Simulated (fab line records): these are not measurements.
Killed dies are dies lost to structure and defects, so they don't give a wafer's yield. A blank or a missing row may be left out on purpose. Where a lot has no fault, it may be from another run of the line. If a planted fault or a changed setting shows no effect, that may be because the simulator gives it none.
fab line records    flow gf180mcu
record: lots: 12  wafers: 34  last-day: 34
route steps=602 shown M1@317 V1@339 M2@365
lots that met no fault: from a run of the same line without faults
start-h: hours from the record's opening day to when the first of the lot's shown wafers began    wait-h: how many hours have passed since the lot's step before this one    " identical to the entry in the row above    L1.1+2: one row covering several wafers at once    - value missing, or start not given    * or withheld: withheld    < > ~ a bound
route shown NAME@n: NAME is a module with steps in the file, n the number in the route of the first one    usual: mean/standard deviation taken from wafers without a fault    same: alike in all rows    chamber/n: place in a boat    sites: readings site by site    _std_site: the standard deviation of these    _edge_site: outer sites' mean less inner sites'    radius-mm: for every site, how far away it sits from the centre of the wafer    mask NAME#n: copy n    behind: the last tool/chamber to shape the wafer    hold: what put the lot on hold/how long, in hours/how the hold closed    device: names the non-switching transistor (n, p or np)    end of line: tests run on the same wafers once the route is complete    a step without rows: its recipe alone    killed: dies lost to structure and defects at the first sort, not the wafer's yield    map: the dies of a wafer, with x for killed, . for not killed, _ for no die there
set.NAME: the setting as run; set.NAME@STEP: as run at that earlier step    model.NAME: the simulator's own value behind a step, which no gauge read
route steps across a sampled set of lots; one table per step, one row per wafer
services: from which hour (start-h, from the record's first day; less than 0 if before it) a tool's chamber was out of use, for how many hours, and why
== steps ==
step: GF_M1_SPUTTER_02
recipe: material: AlCu  target-thk-nm: 450  power-w: 10600  time-s: 23.9  chamber-pressure-pa: 0.4
usual: throttle-valve-pct: 29.7/0.82
lot.wafer  tool            chamber  start-h  wait-h  throttle-valve-pct
L846.1     pvd-sputter-01  -        365.17   0.0     30.6
L846.5     "               -        "        "       30.0
L846.6     "               -        "        "       30.1
L847.1     pvd-sputter-03  -        378.51   0.0     28.6
L847.2     "               -        "        "       29.8
L847.5     "               -        "        "       30.3
L848.1     pvd-sputter-01  -        383.27   0.0     30.3
L848.3     "               -        "        "       29.8
L848.5     "               -        "        "       28.2
L849.2     pvd-sputter-04  -        395.06   0.0     30.0
L849.3     "               -        "        "       31.2
L849.6     "               -        "        "       31.1
L851.1     pvd-sputter-03  -        409.97   0.0     30.1
L851.2     "               -        "        "       29.8
L851.6     "               -        "        "       28.8
L855.2     pvd-sputter-01  -        452.37   0.0     30.6
L855.3     "               -        "        "       28.3
L855.6     "               -        "        "       28.4
L857.3     pvd-sputter-03  -        468.06   0.0     30.1
L857.5     "               -        "        "       30.3
L857.6     "               -        "        "       29.6
L858.1     pvd-sputter-04  -        471.56   0.0     29.6
L858.6     "               -        "        "       31.2
L859.1     pvd-sputter-04  -        481.18   0.0     29.9
L859.4     "               -        "        "       28.7
L866.3     pvd-sputter-01  -        540.62   0.0     28.4
L866.4     "               -        "        "       30.7
L866.6     "               -        "        "       30.0
L868.1     pvd-sputter-04  -        553.99   0.0     29.0
L868.4     "               -        "        "       31.0
L868.5     "               -        "        "       28.9
L867.2     pvd-sputter-03  -        557.19   0.0     28.9
L867.3     "               -        "        "       29.5
L867.6     "               -        "        "       29.8
step: GF_V1_CMP_04
recipe: material: SiO2  down-force-psi: 4  platen-rpm: 60  pad-velocity-m-s: 0.94248
usual: edge-zone-pressure-frac: 1.000/0.005  motor-current-A: 11.7/0.95  time-to-endpoint-s: 80/6.3
lot.wafer  tool    chamber  start-h  wait-h  edge-zone-pressure-frac  motor-current-A  time-to-endpoint-s
L846.1     cmp-02  0        390.11   0.2     1.005                    12.1             88
L846.6     "       1        "        "       1.007                    10.2             92
L846.5     "       2        "        "       0.992                    10.4             87
L847.1     cmp-01  0        402.78   0.1     1.002                    11.4             66
L847.2     "       1        "        "       0.997                    12.5             75
L847.5     "       1        "        "       0.993                    13.1             74
L848.1     cmp-01  1        407.75   0.1     0.995                    12.7             74
L848.3     "       2        "        "       0.989                    11.1             68
L848.5     "       0        "        "       1.006                    11.3             76
L849.2     cmp-02  2        419.65   0.1     1.002                    10.9             75
L849.3     "       0        "        "       1.001                    11.5             76
L849.6     "       2        "        "       1.000                    10.7             75
L851.1     cmp-02  2        435.21   0.1     0.994                    10.5             76
L851.2     "       3        "        "       0.999                    13.3             79
L851.6     "       0        "        "       0.998                    11.7             91
L855.3     cmp-02  0        479.54   1.1     0.996                    12.5             88
L855.2     "       1        "        "       0.995                    10.6             83
L855.6     "       0        "        "       0.994                    12.3             85
L857.3     cmp-02  2        492.86   0.1     1.010                    10.5             76
L857.5     "       0        "        "       0.997                    11.9             87
L857.6     "       1        "        "       1.006                    10.5             103
L858.1     cmp-02  0        496.56   0.1     0.992                    11.5             87
L858.6     "       0        "        "       1.008                    12.6             113
L859.4     cmp-02  2        506.13   0.1     1.001                    11.0             101
L859.1     "       3        "        "       1.001                    13.5             85
L866.3     cmp-02  0        563.81   0.0     0.999                    12.5             76
L866.4     "       3        "        "       0.998                    13.3             81
L866.6     "       0        "        "       0.996                    11.5             83
L868.1     cmp-02  0        577.57   0.1     0.998                    12.0             77
L868.4     "       3        "        "       0.991                    12.8             85
L868.5     "       1        "        "       1.006                    10.7             87
L867.3     cmp-02  1        579.85   0.0     0.999                    11.4             83
L867.2     "       3        "        "       1.003                    13.8             77
L867.6     "       2        "        "       0.997                    10.6             84
step: GF_V1_ETCH_17
recipe: chemistry: C4F8/O2/Ar  mask-material: KrF  target: SiO2  stop-on: TiN  source-w: 1500  bias-w: 1200  pressure-mtorr: 40  c4f8-flow-sccm: withheld  O2_flow_sccm: 6  Ar_flow_sccm: 300  time-s: withheld  target-depth-a: 6300
usual: oes-product-au: 0.856/0.0042  rf-fwd-power-W: 1492/5.2
lot.wafer  tool         chamber  start-h  wait-h  oes-product-au  rf-fwd-power-W
L846.1     rie-diel-01  2        -        -       0.853           1488
L846.5     "            2        "        "       0.853           1488
L846.6     "            1        "        "       0.856           1501
L847.1     rie-diel-04  1        -        -       0.853           1490
L847.2     "            3        "        "       0.858           1486
L847.5     "            0        "        "       0.856           1499
L848.1     rie-diel-02  1        -        -       0.860           1501
L848.3     "            3        "        "       0.850           1487
L848.5     "            2        "        "       0.856           1490
L849.2     rie-diel-02  2        -        -       0.853           1491
L849.3     "            3        "        "       0.858           1492
L849.6     "            2        "        "       0.854           1495
L851.1     rie-diel-02  1        -        -       0.853           1493
L851.2     "            0        "        "       0.856           1493
L851.6     "            3        "        "       0.856           1491
L855.2     rie-diel-04  1        -        -       0.854           1496
L855.3     "            0        "        "       0.860           1497
L855.6     "            2        "        "       0.850           1501
L857.3     rie-diel-04  2        -        -       0.855           1484
L857.5     "            3        "        "       0.854           1497
L857.6     "            2        "        "       0.824           1486
L858.1     rie-diel-01  2        -        -       0.864           1492
L858.6     "            3        "        "       0.825           1492
L859.1     rie-diel-02  0        -        -       0.853           1488
L859.4     "            1        "        "       0.824           1498
L866.3     rie-diel-04  3        -        -       0.860           1493
L866.4     "            1        "        "       0.858           1486
L866.6     "            2        "        "       0.856           1483
L868.1     rie-diel-01  2        -        -       0.862           1484
L868.4     "            1        "        "       0.855           1487
L868.5     "            0        "        "       0.855           1491
L867.2     rie-diel-04  3        -        -       0.856           1495
L867.3     "            2        "        "       0.858           1489
L867.6     "            0        "        "       0.861           1494
step: GF_V1_STRIP_18
recipe: chemistry: O2/N2  power-w: 1400  pressure-mtorr: 1500  platen-temp-c: 250  o2-flow-sccm: 3000  n2-flow-sccm: 300  overash-fraction: 0.5
usual: drypump-motor-current-A: 5.82/0.24  heater-power-w: 351/14  n2-flow-sccm: 300.0/0.89  oes-product-au: 0.594/0.0052
same: overash-fraction: 0.5
lot.wafer  tool             chamber  start-h  wait-h  drypump-motor-current-A  heater-power-w  n2-flow-sccm  oes-product-au  rf-hours-counter-h
L846.1     plasma-asher-04  1        414.02   -       5.47                     377             301.0         0.600           66
L846.5     "                0        "        "       5.96                     357             301.0         0.598           -
L846.6     "                1        "        "       5.50                     359             301.6         0.596           -
L847.1     plasma-asher-02  0        427.02   -       5.79                     327             297.3         0.585           27
L847.2     "                1        "        "       6.12                     355             299.6         0.598           27
L847.5     "                0        "        "       5.77                     336             299.6         0.598           -
L848.1     plasma-asher-04  1        432.45   -       5.47                     357             299.1         0.593           68
L848.3     "                1        "        "       5.44                     356             300.3         0.589           -
L848.5     "                1        "        "       5.46                     367             300.2         0.598           -
L849.2     plasma-asher-02  0        444.02   -       5.79                     332             300.4         0.590           29
L849.3     "                0        "        "       5.80                     332             299.2         0.591           -
L849.6     "                0        "        "       5.80                     333             300.8         0.589           -
L851.1     plasma-asher-04  0        459.94   -       5.94                     352             300.8         0.594           71
L851.2     "                1        "        "       5.45                     367             299.6         0.601           71
L851.6     "                1        "        "       5.45                     368             301.0         0.591           -
L855.2     plasma-asher-04  1        503.71   -       5.49                     358             299.7         0.591           76
L855.3     "                1        "        "       5.47                     369             300.7         0.585           -
L855.6     "                1        "        "       5.48                     358             300.2         0.587           -
L857.3     plasma-asher-02  0        516.13   -       5.81                     336             298.9         0.592           -
L857.5     "                0        "        "       5.81                     330             300.8         0.591           -
L857.6     "                1        "        "       6.09                     363             300.9         0.590           -
L858.1     plasma-asher-02  0        520.50   -       5.79                     321             299.3         0.580           35
L858.6     "                1        "        "       6.12                     366             299.1         0.587           -
L859.1     plasma-asher-04  1        530.01   -       5.49                     372             299.8         0.592           80
L859.4     "                1        "        "       5.50                     372             300.0         0.601           -
L866.3     plasma-asher-02  1        585.95   -       6.14                     360             299.7         0.602           -
L866.4     "                0        "        "       5.80                     320             299.7         0.605           -
L866.6     "                1        "        "       6.14                     359             300.1         0.592           -
L868.1     plasma-asher-02  1        599.94   -       6.14                     355             299.3         0.591           44
L868.4     "                0        "        "       5.79                     330             300.0         0.596           -
L868.5     "                1        "        "       6.14                     368             301.2         0.601           -
L867.2     plasma-asher-02  1        601.99   -       6.16                     350             299.3         0.598           44
L867.3     "                1        "        "       6.09                     361             299.6         0.593           -
L867.6     "                1        "        "       6.12                     354             300.0         0.592           -
step: GF_M2_SPUTTER_03
recipe: material: Ti  target-thk-nm: 10  substrate-temp-c: 300  chamber-pressure-pa: 0.3  power-w: 3000  time-s: 6.7
usual: throttle-valve-pct: 30.4/1.1
lot.wafer  tool            chamber  start-h  wait-h  throttle-valve-pct
L846.1     pvd-sputter-04  -        415.40   0.0     30.0
L846.5     "               -        "        "       31.0
L846.6     "               -        "        "       28.9
L847.1     pvd-sputter-04  -        428.41   0.0     29.7
L847.2     "               -        "        "       31.4
L847.5     "               -        "        "       31.2
L848.1     pvd-sputter-01  -        433.84   0.0     28.1
L848.3     "               -        "        "       30.9
L848.5     "               -        "        "       29.8
L849.2     pvd-sputter-02  -        445.71   0.0     31.3
L849.3     "               -        "        "       30.6
L849.6     "               -        "        "       30.4
L851.1     pvd-sputter-01  -        461.33   0.0     30.5
L851.2     "               -        "        "       30.3
L851.6     "               -        "        "       29.9
L855.2     pvd-sputter-02  -        505.55   0.0     31.1
L855.3     "               -        "        "       30.5
L855.6     "               -        "        "       30.8
L857.3     pvd-sputter-01  -        517.48   0.0     28.5
L857.5     "               -        "        "       30.4
L857.6     "               -        "        "       30.0
L858.1     pvd-sputter-02  -        521.88   0.0     32.9
L858.6     "               -        "        "       30.5
L859.1     pvd-sputter-01  -        531.47   0.0     30.5
L859.4     "               -        "        "       30.2
L866.3     pvd-sputter-01  -        587.30   0.0     30.5
L866.4     "               -        "        "       29.9
L866.6     "               -        "        "       30.7
L868.1     pvd-sputter-02  -        601.33   0.0     31.4
L868.4     "               -        "        "       31.2
L868.5     "               -        "        "       30.6
L867.2     pvd-sputter-02  -        603.38   0.0     32.9
L867.3     "               -        "        "       30.6
L867.6     "               -        "        "       31.2
== services ==
tool             chamber  start-h  hours  kind
pvd-sputter-04   -        362.12   0.8    repair
pvd-sputter-04   -        369.17   2.0    repair
rie-diel-02      0        371.95   2.5    repair
plasma-asher-02  -        382.33   7.3    repair
rie-diel-02      -        387.00   0.5    repair
rie-diel-04      0        388.56   6.5    repair
cmp-02           -        396.82   7.0    pm
cmp-02           -        404.05   4.0    pm
rie-diel-04      2        423.29   4.6    repair
cmp-02           -        439.63   6.9    pm
pvd-sputter-01   -        456.39   1.3    repair
pvd-sputter-02   -        457.59   5.3    repair
rie-diel-04      3        458.60   3.6    repair
pvd-sputter-02   -        470.42   1.7    repair
cmp-02           -        476.84   2.7    repair
plasma-asher-02  -        490.31   14.5   pm
plasma-asher-02  -        507.46   2.6    repair
cmp-02           -        520.13   12.4   pm
rie-diel-04      -        534.36   2.8    pm
rie-diel-04      -        543.18   14.6   pm
pvd-sputter-02   -        557.46   0.6    repair
rie-diel-04      2        563.46   5.7    repair
pvd-sputter-01   -        577.60   3.2    repair
pvd-sputter-03   -        585.05   1.3    repair
== key ==
first-sign: step: GF_V1_CMP_04  reading: time-to-endpoint-s  direction: up  sigmas: 4.1  usual: *  struck: *
effect: step: GF_V1_ETCH_17  reading: oes-product-au  direction: down  sigmas: 7.7  usual: 0.856  struck: 0.824
met-at GF_V1_CMP_04
struck-lots L857,L858,L859
struck-wafers L857.6,L858.6,L859.4
not-acting-at GF_M1_SPUTTER_02,GF_V1_STRIP_18,GF_M2_SPUTTER_03
onset-between 479.54 492.86
fault: kind: process-parameter-drift  tool: cmp-02  chamber: -  onset-h: 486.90  steps: GF_V1_CMP_04  channel: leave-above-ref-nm  offset: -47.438  shape: step  end-h: 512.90  scope: struck-wafers-only  acts-in: these-recipes-only  stated: 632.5
